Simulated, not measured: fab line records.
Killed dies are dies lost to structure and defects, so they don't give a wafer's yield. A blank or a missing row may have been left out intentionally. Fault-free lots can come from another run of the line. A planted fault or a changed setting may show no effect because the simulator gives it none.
Problem report, 8D (eight disciplines) form, completed by code | flow gf180mcu | the parts of the form that need people (team, actions taken, sign-off) are left out

## 1. THE PROBLEM
cd-nm at GF_STI_CD_MEAS_12 reads a mean of 209.6 nm on 9 wafers of 3 lots; wafers without a fault read 219.7 nm with a standard deviation of 1.3. That puts it -7.7 standard deviations away from the usual mean.
The step: target cd 220 nm.
Seen first at day 3 22:48 on cd-sem-02, wafer L851.1. Wafers with a number at this step in the record: 42, from 14 lots. The rule behind "out" and "out of limits": a value lying over 4 standard deviations away from the usual mean. The other wafers with a number count as sound.

## 2. WHAT IT IS, AND WHAT IT ISN'T
question                    | is                     | is not
which readings at this step | cd-nm                  | -
which lots                  | L851, L852, L858       | L842, L844, L846, L847, L849, L850, L853, L859, L860, L863, L864
which wafers of those lots  | all that have a number | -
read on which gauges        | cd-sem-01, cd-sem-02   | -
when                        | from day 3 22:48       | up to then (18 sound wafers); but 15 sound wafers of L853, L859, L860, L863, L864 came after

## 3. SUSPECTS, AND WHAT RULES EACH OUT
Counting: any tool at a process step up to the reading is kept as a suspect provided that every lot that is out went through it and no sound lot did after the first of them.
- the gauge at GF_STI_CD_MEAS_12 has been ruled out. Those wafers that are out were read across 2 gauges (cd-sem-01, cd-sem-02).
- litho-track-01 at GF_STI_SOFTBAKE_08 (time 60 s): kept. All lots that are out passed through it, beginning with L851 at day 3 16:39, and no sound lot followed; its final sound lot before that point was L850 at day 3 13:27. Its own heater-power-total-W, plate-temp-C readings are out on those wafers.
After counting, what remains is litho-track-01 at GF_STI_SOFTBAKE_08.

## 4. THE CAUSE (what the simulator had put in)
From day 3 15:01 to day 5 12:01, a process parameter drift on litho-track-01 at GF_STI_SOFTBAKE_08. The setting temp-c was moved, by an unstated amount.
The count eliminated every tool but this one.

## 5. THE EFFECT CHAIN, in route order
One row per reading whose mean, taken over the struck wafers that have a number, lies over 3 standard deviations from the usual. Scope: only readings with a usual standard deviation given in the record; hours: median across lots of the time from each lot's start at the first step in this table that gives one to its start at this step; sigmas: change in usual standard deviations.
hours | step               | reading              | usual    | on struck wafers | change | sigmas
0     | GF_STI_SOFTBAKE_08 | heater-power-total-W | 93.06 W  | 96.51            | +3.45  | +59
0     | GF_STI_SOFTBAKE_08 | plate-temp-C         | 130.01 C | 133.69           | +3.68  | +28
6     | GF_STI_CD_MEAS_12  | cd-nm                | 219.7 nm | 209.6            | -10.1  | -7.7
Its process steps:
- GF_STI_SOFTBAKE_08: time 60 s.
Later steps that measure or inspect, where all struck wafers having a row at the step show a number for every such reading and not one has moved that far: GF_STI_THK_MEAS_30, GF_MVPSD_TW_MEAS_11.

## 6. WHAT WOULD HAVE CAUGHT IT SOONER
8 hours passed between the start of the fault at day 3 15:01 and the first reading out of limits at a measuring or inspecting step in this record, taken at day 3 22:48.
The tool's own readings at GF_STI_SOFTBAKE_08 were out on every struck wafer that the step has a row for (heater-power-total-W, plate-temp-C): an alarm limit on them would have fired on the first of those.
L858, from the lots that are out (3), started GF_STI_SOFTBAKE_08 on litho-track-01 later than day 3 22:48. Putting the tool on hold at that point would have spared it.
